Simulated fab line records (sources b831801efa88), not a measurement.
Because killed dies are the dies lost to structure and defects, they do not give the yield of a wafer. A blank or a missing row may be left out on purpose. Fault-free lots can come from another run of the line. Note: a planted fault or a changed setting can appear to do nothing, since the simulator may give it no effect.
Chamber matching -- flow sky130 -- SKY_PASSIVATION_CVD_02 on pecvd-02 has 3 sister chambers
The step deposits Si3N4, target thk 540 nm. 3 wafers are shown with their chamber, then 12 later ones without.

## WAFERS PAIRED WITH THEIR CHAMBERS
wafer,chamber,heater_power_w (W)
L090.1,2,639
L090.2,0,706
L090.5,1,821

## WAFERS WHOSE CHAMBER IS MISSING
wafer,heater_power_w (W)
L091.2,670
L091.4,707
L091.5,858
L092.3,683
L092.4,698
L092.5,857
L093.1,781
L093.4,626
L093.5,709
L097.2,707
L097.5,840
L097.6,687

## THE CHAMBER EACH PASSED THROUGH
wafer,from the rows above,in truth
L091.2,can't be placed: 2 or 0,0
L091.4,0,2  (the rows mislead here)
L091.5,1,1
L092.3,can't be placed: 0 or 2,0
L092.4,0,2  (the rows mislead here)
L092.5,1,1
L093.1,can't be placed: 1 or 0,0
L093.4,2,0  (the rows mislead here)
L093.5,0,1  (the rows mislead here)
L097.2,0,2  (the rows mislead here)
L097.5,1,1
L097.6,can't be placed: 0 or 2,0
Correct placement for 3 of the 12. Not placeable from these rows: 4 (in 4, the candidates include the true chamber). 5 placed wrongly.
How it was worked out, from the rows above alone: a wafer's distance from a chamber is the root of the sum, over the readings, of the square of ((its reading less the chamber's mean) divided by the reading's scatter). The wafer belongs to the nearest chamber; if the next one is less than 2 further off, it can't be placed. Each chamber's mean is taken over the wafers shown for it. The scatter (one wafer shown for each chamber): square how far every hidden wafer sits from the nearest shown wafer, average those squares and take the square root.
